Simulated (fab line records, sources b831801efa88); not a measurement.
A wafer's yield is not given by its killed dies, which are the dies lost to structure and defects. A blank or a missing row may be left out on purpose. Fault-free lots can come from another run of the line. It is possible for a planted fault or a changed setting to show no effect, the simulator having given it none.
One fault through the eyes of 2 desks + flow gf180mcu + only its own numbers are on each desk; what lay behind them is given at the end

## METROLOGY DESK
Lot by lot, what the gauges showed, no matter which tool ran the lot: averages of those sampled wafers that carry a number. The brackets show how far a lot's mean lies from the usual mean; more than 4 standard deviations puts the lot out of limits, marked OUT.
Columns: A = CONTACT_BOW at GF_CONTACT_BOW_MEAS_05, usual 64 um; B = CONTACT_OVL at GF_CONTACT_OVL_MEAS_15, usual -2 nm
| lot  | first seen here | A  | B  |
|------|-----------------|----|----|
| L282 | day 15 06:05    | 63 | -5 |
| L283 | day 15 11:20    | 62 | -4 |
| L284 | day 16 00:24    | 61 | -5 |
| L285 | day 16 11:44    | 58 | -6 |
| L288 | day 17 06:11    | 64 | 9  |
| L289 | day 17 16:46    | 66 | -9 |
| L290 | day 18 03:00    | 65 | -1 |
| L292 | day 18 21:08    | 60 | -4 |
| L291 | day 18 22:37    | 58 | -2 |
| L293 | day 19 05:47    | 68 | -2 |
| L295 | day 19 19:35    | 65 | -5 |
| L299 | day 21 11:53    | 63 | -2 |
| L301 | day 22 00:04    | 55 | 7  |
| L302 | day 22 05:38    | 69 | -6 |
Result from this desk: across the 14 lots, nothing is out of limits.

## AT THE TOOL OWNER'S DESK: litho track-04
The tool's own readings at GF_M1_DEVELOP_13 (develop time 60 s): means of the sampled wafers that have a number, for each lot that ran on this tool. The brackets show how far a lot's mean lies from the usual mean; more than 4 standard deviations puts the lot out of limits, marked OUT.
Columns: A = developer temp C at GF_M1_DEVELOP_13, usual 21.02 C
| lot  | first seen here | A                |
|------|-----------------|------------------|
| L291 | day 21 01:25    | 21.04            |
| L293 | day 21 08:09    | 21.04            |
| L295 | day 21 20:16    | 21.09            |
| L299 | day 23 11:31    | 20.23 (-8.1) OUT |
| L301 | day 23 23:22    | 20.25 (-7.9) OUT |
This desk's finding: out of limits on L299, L301; first on L299, day 23 11:31 (developer temp C at GF_M1_DEVELOP_13). Within limits: L291, L293, L295.

## TAKEN TOGETHER
The tool owner's desk could have raised an alarm at day 23 11:31, on L299, L301.
From the metrology desk's view, nothing was out of limits.
The metrology desk holds a record of L299, L301, inside its limits.
Of the lots named, all ran GF_M1_DEVELOP_13 on litho track-04.

## WHAT WAS PUT IN BY THE SIMULATOR
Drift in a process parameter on litho track-04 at GF_M1_DEVELOP_13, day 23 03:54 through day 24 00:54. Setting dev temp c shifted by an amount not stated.
Lots struck among those shown: L299, L301.
Each desk's first reading out of limits, in hours after the fault started: the tool owner's desk, 8.
